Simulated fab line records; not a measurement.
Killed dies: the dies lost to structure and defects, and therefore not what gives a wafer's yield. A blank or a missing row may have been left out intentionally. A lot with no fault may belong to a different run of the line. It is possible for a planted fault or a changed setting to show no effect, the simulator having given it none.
Which of the tools did it? || flow sky130 || Sampling: 12 lots, 36 wafers, 2 of 708 route steps

## WHAT THE GAUGES SHOWED, per wafer
SKY_VIA2_RS_MEAS_22: the measuring method here is four-point-probe.
{"lot": "L075", "measured": "day 36 16:29", "on": "film-metro-01", "VIA2_W_RS (ohm/sq)": "0.2721 0.2724 0.2698"}
{"lot": "L077", "measured": "day 38 00:57", "on": "film-metro-04", "VIA2_W_RS (ohm/sq)": "0.2712 0.2689 0.2700"}
{"lot": "L078", "measured": "day 38 04:35", "on": "film-metro-04", "VIA2_W_RS (ohm/sq)": "0.2749 0.2730 0.2727"}
{"lot": "L081", "measured": "day 38 09:30", "on": "film-metro-01", "VIA2_W_RS (ohm/sq)": "0.2683 0.2744 0.2684"}
{"lot": "L083", "measured": "day 39 04:11", "on": "film-metro-02", "VIA2_W_RS (ohm/sq)": "0.2705 0.2749 0.2741"}
{"lot": "L084", "measured": "day 39 14:29", "on": "film-metro-01", "VIA2_W_RS (ohm/sq)": "0.2754 0.2706 0.2691"}
{"lot": "L089", "measured": "day 41 10:29", "on": "film-metro-02", "VIA2_W_RS (ohm/sq)": "0.2690 0.2682 0.2718"}
{"lot": "L088", "measured": "day 41 12:05", "on": "film-metro-04", "VIA2_W_RS (ohm/sq)": "0.2758 0.2720 0.2725"}
{"lot": "L091", "measured": "day 41 15:22", "on": "film-metro-02", "VIA2_W_RS (ohm/sq)": "0.2705 0.2712 0.2737"}
{"lot": "L093", "measured": "day 41 19:23", "on": "film-metro-01", "VIA2_W_RS (ohm/sq)": "0.2694 0.2720 0.2712"}
{"lot": "L095", "measured": "day 42 13:46", "on": "film-metro-02", "VIA2_W_RS (ohm/sq)": "0.2692 0.2706 0.2726"}
{"lot": "L097", "measured": "day 42 20:26", "on": "film-metro-04", "VIA2_W_RS (ohm/sq)": "0.2767 0.2728 0.2749"}

## TOOL THAT RAN EACH LOT (tool first, then ch and the chambers of the sampled wafers, then the start)
{"lot": "L075", "SKY_VIA2_ETCH_15": "rie-diel-03 ch 0,1, day 36 15:32"}
{"lot": "L077", "SKY_VIA2_ETCH_15": "rie-diel-04 ch 0,2,3, day 38 00:02"}
{"lot": "L078", "SKY_VIA2_ETCH_15": "rie-diel-01 ch 0,2,3, day 38 03:43"}
{"lot": "L081", "SKY_VIA2_ETCH_15": "rie-diel-01 ch 1,2,3, day 38 08:37"}
{"lot": "L083", "SKY_VIA2_ETCH_15": "rie-diel-01 ch 0,1,3, day 39 03:11"}
{"lot": "L084", "SKY_VIA2_ETCH_15": "rie-diel-01 ch 0,1,3, day 39 13:36"}
{"lot": "L089", "SKY_VIA2_ETCH_15": "rie-diel-03 ch 0,2,3, day 41 09:35"}
{"lot": "L088", "SKY_VIA2_ETCH_15": "rie-diel-03 ch 2,3, day 41 11:10"}
{"lot": "L091", "SKY_VIA2_ETCH_15": "rie-diel-01 ch 0,1,2, day 41 14:26"}
{"lot": "L093", "SKY_VIA2_ETCH_15": "rie-diel-03 ch 0,1,3, day 41 18:30"}
{"lot": "L095", "SKY_VIA2_ETCH_15": "rie-diel-04 ch 0,2, day 42 12:54"}
{"lot": "L097", "SKY_VIA2_ETCH_15": "rie-diel-04 ch 0,1,3, day 42 19:35"}
- SKY_VIA2_ETCH_15: etches SiO2 in C4F8/O2/Ar, stops on TiN, target depth 546 nm, time 84 s.

## THE ANSWER, worked out from the rows above alone
Rule: usual is defined by the lots themselves. Put in order of their means at a reading, lots are off if they are a third of the lots or fewer, leave a main group of 4 or more, and stand apart from it by a gap of 3 or more times the standard deviation of the main group's means; of several such gaps the widest counts. A main group whose means are all the same, to the digits that the tables above print for the reading, isn't used. Also off: a lot with no number at a reading for which 4 or more lots have one. All remaining lots with rows at the step are treated as sound.
No lot is off at any reading shown: from this, nothing can be told.

## WHAT THE SIMULATOR HAD PUT IN
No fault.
